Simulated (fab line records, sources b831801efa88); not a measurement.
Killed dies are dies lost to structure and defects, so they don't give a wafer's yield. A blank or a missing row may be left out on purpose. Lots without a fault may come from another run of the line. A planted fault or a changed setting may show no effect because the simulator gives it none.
Which tool did it? | flow gf180mcu | 12 lots, 36 wafers sampled, at 1 step of a route of 602

WHAT THE GAUGES READ, wafer by wafer
GF_STI_THK_MEAS_30.
lot  | measured    | on            | STI_OXIDATION_02_THK (nm)
L076 | day 3 01:44 | film_metro-04 | 9.72 9.75 9.73
L074 | day 3 01:47 | film_metro-04 | 9.59 9.65 9.62
L079 | day 3 09:07 | film_metro-01 | 10.15 10.16 9.99
L081 | day 3 17:38 | film_metro-02 | 9.95 9.91 9.83
L083 | day 4 03:08 | film_metro-01 | 9.76 9.80 9.70
L085 | day 4 13:15 | film_metro-02 | 9.96 9.67 9.85
L087 | day 4 23:22 | film_metro-02 | 10.01 10.13 10.04
L089 | day 5 11:05 | film_metro-04 | 9.75 9.68 9.51
L091 | day 5 20:11 | film_metro-02 | 9.68 9.82 9.81
L093 | day 6 05:31 | film_metro-04 | 10.07 9.99 9.87
L095 | day 6 17:27 | film_metro-02 | 10.23 10.07 10.00
L097 | day 7 03:33 | film_metro-02 | 9.93 10.12 10.06

WHICH TOOL RAN EACH LOT (tool, then ch and the chambers of the sampled wafers, then the start)
The record holds no process step before these readings.

THE ANSWER, worked out from the rows above alone
Rule: what is usual is taken from the lots themselves. Put in order of their means at a reading, lots are off if they are a third of the lots or fewer, leave a main group of 4 or more, and stand apart from it by a gap of 3 or more times the standard deviation of the main group's means; of several such gaps the widest counts. A main group whose means are all the same, to the digits that the tables above print for the reading, isn't used. A lot without any number at a reading at which 4 lots or more have one is off too. The other lots that the step has rows for count as sound.
No lot is off at any reading shown: from this, nothing can be told.

WHAT THE SIMULATOR HAD PUT IN
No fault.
